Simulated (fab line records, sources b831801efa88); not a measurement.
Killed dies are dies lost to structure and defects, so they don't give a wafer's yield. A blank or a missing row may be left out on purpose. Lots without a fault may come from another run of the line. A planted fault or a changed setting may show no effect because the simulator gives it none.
Which tool did it? | flow sky130 | 14 lots, 39 wafers sampled, at 5 steps of a route of 708

WHAT THE GAUGES READ, wafer by wafer
SKY_VT_ADJUST_NCORE_CD_MEAS_07: target cd 380 nm. Usual: cd_nm 379.7 nm, standard deviation 2.3.
lot  | measured     | on        | cd_nm (nm)        | flag
L992 | day 8 13:00  | cd_sem-02 | 377.7 378.9 379.7 |
L996 | day 9 15:03  | cd_sem-01 | 379.2 379.4 379.9 |
L998 | day 10 06:36 | cd_sem-02 | 374.7 377.4       |
L999 | day 10 13:43 | cd_sem-02 | 381.6 380.0       |
L100 | day 10 20:14 | cd_sem-02 | 381.1 382.1       |
L102 | day 11 11:41 | cd_sem-02 | 376.1 378.0 377.2 |
L106 | day 12 19:27 | cd_sem-02 | 381.7 380.7 379.9 |
L107 | day 13 01:17 | cd_sem-02 | 378.7 380.4 380.8 |
L108 | day 13 14:33 | cd_sem-01 | 375.6 378.0 379.4 |
L110 | day 13 23:35 | cd_sem-01 | 382.7 381.6 383.3 |
L109 | day 14 00:34 | cd_sem-02 | 384.8 383.4 385.4 |
L111 | day 14 12:25 | cd_sem-01 | 378.2 378.0 375.4 |
L112 | day 14 12:47 | cd_sem-02 | 382.1 380.2 381.8 |
L113 | day 14 18:22 | cd_sem-02 | 376.0 375.5 376.9 |

SKY_VT_ADJUST_NCORE_OVL_MEAS_08. Usual: VT_ADJUST_NCORE_OVL -0.7 nm, standard deviation 1.3.
lot  | measured     | on         | VT_ADJUST_NCORE_OVL (nm) | flag
L992 | day 8 13:07  | overlay-02 | -0.7 0.0 1.7             |
L996 | day 9 15:09  | overlay-01 | -0.4 -1.8 -0.9           |
L998 | day 10 06:42 | overlay-02 | -0.9 -1.1                |
L999 | day 10 13:49 | overlay-02 | -1.7 0.6                 |
L100 | day 10 20:20 | overlay-01 | -2.9 -2.7                |
L102 | day 11 11:49 | overlay-02 | -1.3 -2.0 -2.4           |
L106 | day 12 19:34 | overlay-01 | 2.0 1.8 0.7              |
L107 | day 13 01:23 | overlay-01 | 0.3 -0.5 -0.2            |
L108 | day 13 14:40 | overlay-01 | -0.1 1.8 -2.2            |
L110 | day 13 23:43 | overlay-02 | -0.7 -1.8 -0.6           |
L109 | day 14 00:40 | overlay-01 | -0.7 -1.1 1.0            |
L111 | day 14 12:32 | overlay-02 | -1.1 0.5 -2.4            |
L112 | day 14 12:55 | overlay-01 | -0.4 -1.9 -1.0           |
L113 | day 14 18:29 | overlay-01 | -1.7 -1.0 -2.5           |

SKY_SONOS_TUNNEL_CD_MEAS_07: target cd 410 nm. Usual: cd_nm 410.5 nm, standard deviation 2.2.
lot  | measured     | on        | cd_nm (nm)        | flag
L992 | day 11 08:56 | cd_sem-02 | 406.0 409.5 406.5 |
L996 | day 12 12:48 | cd_sem-02 | 408.3 409.3 407.2 |
L998 | day 13 04:30 | cd_sem-02 | 414.8 306.8       | OFF
L999 | day 13 11:15 | cd_sem-02 | 410.2 304.9       | OFF
L100 | day 13 17:13 | cd_sem-02 | 301.4 304.3       | OFF
L102 | day 14 09:25 | cd_sem-01 | 410.7 408.7 409.7 |
L106 | day 15 20:25 | cd_sem-02 | 409.6 411.5 410.1 |
L107 | day 16 05:10 | cd_sem-01 | 414.3 412.8 412.4 |
L108 | day 16 21:55 | cd_sem-02 | 415.1 412.7 414.8 |
L110 | day 17 10:28 | cd_sem-02 | 412.9 411.8 413.5 |
L109 | day 17 11:45 | cd_sem-01 | 409.8 410.7 412.1 |
L111 | day 17 23:59 | cd_sem-02 | 413.8 414.4 415.2 |
L112 | day 18 00:17 | cd_sem-01 | 410.1 407.1 408.9 |
L113 | day 18 06:20 | cd_sem-02 | 409.6 409.7 408.6 |

SKY_SONOS_ONO_THK_MEAS_01. Usual: SONOS_ONO_OXIDATION_THK 2.60 nm, standard deviation 0.059.
lot  | measured     | on            | SONOS_ONO_OXIDATION_THK (nm) | flag
L992 | day 11 11:16 | film_metro-04 | 2.76 2.77 2.77               |
L996 | day 12 15:20 | film_metro-04 | 2.60 2.63 2.60               |
L998 | day 13 07:23 | film_metro-04 | 2.63 2.66                    |
L999 | day 13 13:16 | film_metro-04 | 2.57 2.56                    |
L100 | day 13 19:23 | film_metro-02 | 2.65 2.61                    |
L102 | day 14 11:25 | film_metro-04 | 2.55 2.56 2.59               |
L106 | day 15 22:43 | film_metro-01 | 2.63 2.62 2.66               |
L107 | day 16 10:25 | film_metro-04 | 2.55 2.64 2.62               |
L108 | day 17 01:31 | film_metro-02 | 2.56 2.54 2.57               |
L110 | day 17 12:50 | film_metro-01 | 2.58 2.57 2.59               |
L109 | day 17 13:59 | film_metro-02 | 2.51 2.53 2.53               |
L111 | day 18 01:59 | film_metro-01 | 2.61 2.65 2.63               |
L112 | day 18 02:17 | film_metro-04 | 2.63 2.56 2.61               |
L113 | day 18 08:19 | film_metro-01 | 2.66 2.62 2.56               |

WHICH TOOL RAN EACH LOT (tool, then ch and the chambers of the sampled wafers, then the start)
lot  | SKY_SONOS_TUNNEL_DEVELOP_06
L992 | litho_track-02 ch 0, day 11 08:47
L996 | litho_track-03 ch 0, day 12 12:40
L998 | litho_track-03 ch 0, day 13 04:22
L999 | litho_track-03 ch 0, day 13 11:07
L100 | litho_track-03 ch 0, day 13 17:05
L102 | litho_track-02 ch 0, day 14 09:16
L106 | litho_track-02 ch 0, day 15 20:16
L107 | litho_track-02 ch 0, day 16 05:01
L108 | litho_track-02 ch 0, day 16 21:46
L110 | litho_track-02 ch 0, day 17 10:19
L109 | litho_track-03 ch 0, day 17 11:37
L111 | litho_track-03 ch 0, day 17 23:50
L112 | litho_track-03 ch 0, day 18 00:08
L113 | litho_track-02 ch 0, day 18 06:12
- SKY_SONOS_TUNNEL_DEVELOP_06: develop time 60 s.

WHAT THE TOOLS THEMSELVES READ (means of the sampled wafers that have a number; where no wafer has one, the mark that the record gives instead)
SKY_SONOS_TUNNEL_DEVELOP_06. Usual: developer_temp_C 23.00 C, standard deviation 0.11.
lot  | tool           | developer_temp_C (C) | flag
L992 | litho_track-02 | 23.05                |
L996 | litho_track-03 | 22.88                |
L998 | litho_track-03 | 22.82                |
L999 | litho_track-03 | 23.12                |
L100 | litho_track-03 | 22.98                |
L102 | litho_track-02 | 23.09                |
L106 | litho_track-02 | 23.24                |
L107 | litho_track-02 | 22.94                |
L108 | litho_track-02 | 22.92                |
L110 | litho_track-02 | 23.04                |
L109 | litho_track-03 | 22.89                |
L111 | litho_track-03 | 22.92                |
L112 | litho_track-03 | 22.95                |
L113 | litho_track-02 | 23.07                |

THE ANSWER, worked out from the rows above alone
Rule: a lot is off if the mean of its wafers that have a number lies more than 3 standard deviations from the usual mean. A lot without any number at a reading at which 4 lots or more have one is off too. The other lots that the step has rows for count as sound. The gauges are gone through in route order, then the tools' own readings, and for those a lot's mean is taken as printed above. The first step at which some lot is off is used, and at that step the reading that is off furthest; a lot without a number counts as furthest.
Off: L998, L999, L100, at SKY_SONOS_TUNNEL_CD_MEAS_07 (cd_nm).
A tool fits if, at a process step before that reading, it ran every lot that is off, and no sound lot after the first of them. The gauges at SKY_SONOS_TUNNEL_CD_MEAS_07 are tried like those tools. None of those tried fits.

WHAT THE SIMULATOR HAD PUT IN
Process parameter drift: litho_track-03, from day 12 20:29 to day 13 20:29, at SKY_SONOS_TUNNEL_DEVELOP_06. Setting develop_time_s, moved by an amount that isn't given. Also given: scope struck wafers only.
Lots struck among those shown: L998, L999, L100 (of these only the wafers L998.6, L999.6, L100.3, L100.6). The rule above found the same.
